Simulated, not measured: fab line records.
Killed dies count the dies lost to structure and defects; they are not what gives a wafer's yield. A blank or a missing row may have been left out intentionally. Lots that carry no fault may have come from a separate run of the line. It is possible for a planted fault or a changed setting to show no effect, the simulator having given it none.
Matching of chambers :: flow sky130 :: rie_diel-01 running SKY_FIELD_ISO_ETCH_14: 4 sister chambers
The step etches BARC in N2/H2, stops on SiO2, time 45.9 s, target depth 60 nm. 16 wafers are shown with their chamber, then 8 later ones without.

== EACH WAFER AND ITS CHAMBER ==
wafer: L075.1
chamber: 2
drypump_motor_current_A (A): 4.8
oes_product_au (a.u.): 0.850
throttle_valve_pct (%): 13.213

wafer: L075.3
chamber: 3
drypump_motor_current_A (A): 5.3
oes_product_au (a.u.): 0.848
throttle_valve_pct (%): 13.211

wafer: L075.4
chamber: 1
drypump_motor_current_A (A): 6.6
oes_product_au (a.u.): 0.853
throttle_valve_pct (%): 13.226

wafer: L078.1
chamber: 3
drypump_motor_current_A (A): 5.2
oes_product_au (a.u.): 0.859
throttle_valve_pct (%): 13.219

wafer: L078.4
chamber: 2
drypump_motor_current_A (A): 4.8
oes_product_au (a.u.): 0.851
throttle_valve_pct (%): 13.232

wafer: L078.6
chamber: 3
drypump_motor_current_A (A): 5.3
oes_product_au (a.u.): 0.853
throttle_valve_pct (%): 13.225

wafer: L082.1
chamber: 0
drypump_motor_current_A (A): 5.9
oes_product_au (a.u.): 0.856
throttle_valve_pct (%): 13.228

wafer: L082.2
chamber: 3
drypump_motor_current_A (A): 5.2
oes_product_au (a.u.): 0.852
throttle_valve_pct (%): 13.225

wafer: L082.3
chamber: 2
drypump_motor_current_A (A): 4.8
oes_product_au (a.u.): 0.847
throttle_valve_pct (%): 13.228

wafer: L087.1
chamber: 1
drypump_motor_current_A (A): 6.6
oes_product_au (a.u.): 0.850
throttle_valve_pct (%): 13.219

wafer: L087.2
chamber: 0
drypump_motor_current_A (A): 5.9
oes_product_au (a.u.): 0.849
throttle_valve_pct (%): 13.232

wafer: L087.5
chamber: 1
drypump_motor_current_A (A): 6.6
oes_product_au (a.u.): 0.854
throttle_valve_pct (%): 13.226

wafer: L089.2
chamber: 2
drypump_motor_current_A (A): 4.8
oes_product_au (a.u.): 0.853
throttle_valve_pct (%): 13.227

wafer: L089.3
chamber: 3
drypump_motor_current_A (A): 5.2
oes_product_au (a.u.): 0.857
throttle_valve_pct (%): 13.226

wafer: L089.6
chamber: 0
drypump_motor_current_A (A): 5.9
oes_product_au (a.u.): 0.858
throttle_valve_pct (%): 13.217

wafer: L091.1
chamber: 1
drypump_motor_current_A (A): 6.7
oes_product_au (a.u.): 0.858
throttle_valve_pct (%): 13.212

SIGNATURES (averages over the wafers above)
reading: drypump_motor_current_A
chamber 0: 5.900
chamber 1: 6.625
chamber 2: 4.800
chamber 3: 5.240
scatter within a chamber: 0.0403

reading: oes_product_au
chamber 0: 0.85433
chamber 1: 0.85375
chamber 2: 0.85025
chamber 3: 0.85380
scatter within a chamber: 0.00377

reading: throttle_valve_pct
chamber 0: 13.22567
chamber 1: 13.22075
chamber 2: 13.22500
chamber 3: 13.22120
scatter within a chamber: 0.0072
Rule: for each reading, subtract the chamber's mean from the wafer's reading, divide by that reading's scatter and square the result; add these up over the readings and take the root, which gives the wafer's distance from the chamber. If the next closest chamber is less than 2 further off than the closest, the wafer can't be placed; otherwise it belongs to the closest. The scatter: take each reading less its chamber's mean, square it, sum over the shown wafers, divide by the number of wafers less the number of chambers, and take the root.

== WAFERS MISSING THEIR CHAMBER ==
wafer: L091.2
drypump_motor_current_A (A): 5.9
oes_product_au (a.u.): 0.850
throttle_valve_pct (%): 13.217

wafer: L091.5
drypump_motor_current_A (A): 5.9
oes_product_au (a.u.): 0.853
throttle_valve_pct (%): 13.223

wafer: L092.3
drypump_motor_current_A (A): 4.8
oes_product_au (a.u.): 0.855
throttle_valve_pct (%): 13.220

wafer: L092.4
drypump_motor_current_A (A): 6.6
oes_product_au (a.u.): 0.856
throttle_valve_pct (%): 13.227

wafer: L092.5
drypump_motor_current_A (A): 6.6
oes_product_au (a.u.): 0.853
throttle_valve_pct (%): 13.216

wafer: L097.2
drypump_motor_current_A (A): 5.3
oes_product_au (a.u.): 0.858
throttle_valve_pct (%): 13.235

wafer: L097.3
drypump_motor_current_A (A): 5.9
oes_product_au (a.u.): 0.863
throttle_valve_pct (%): 13.214

wafer: L097.6
drypump_motor_current_A (A): 5.2
oes_product_au (a.u.): 0.857
throttle_valve_pct (%): 13.225

== WHICH CHAMBER EACH WENT THROUGH ==
wafer: L091.2
from the rows above: 0
in truth: 0

wafer: L091.5
from the rows above: 0
in truth: 0

wafer: L092.3
from the rows above: 2
in truth: 2

wafer: L092.4
from the rows above: 1
in truth: 1

wafer: L092.5
from the rows above: 1
in truth: 1

wafer: L097.2
from the rows above: 3
in truth: 3

wafer: L097.3
from the rows above: 0
in truth: 0

wafer: L097.6
from the rows above: 3
in truth: 3
Correctly placed: 8 of 8. Number that these rows cannot place: 0. Placed wrongly: 0.
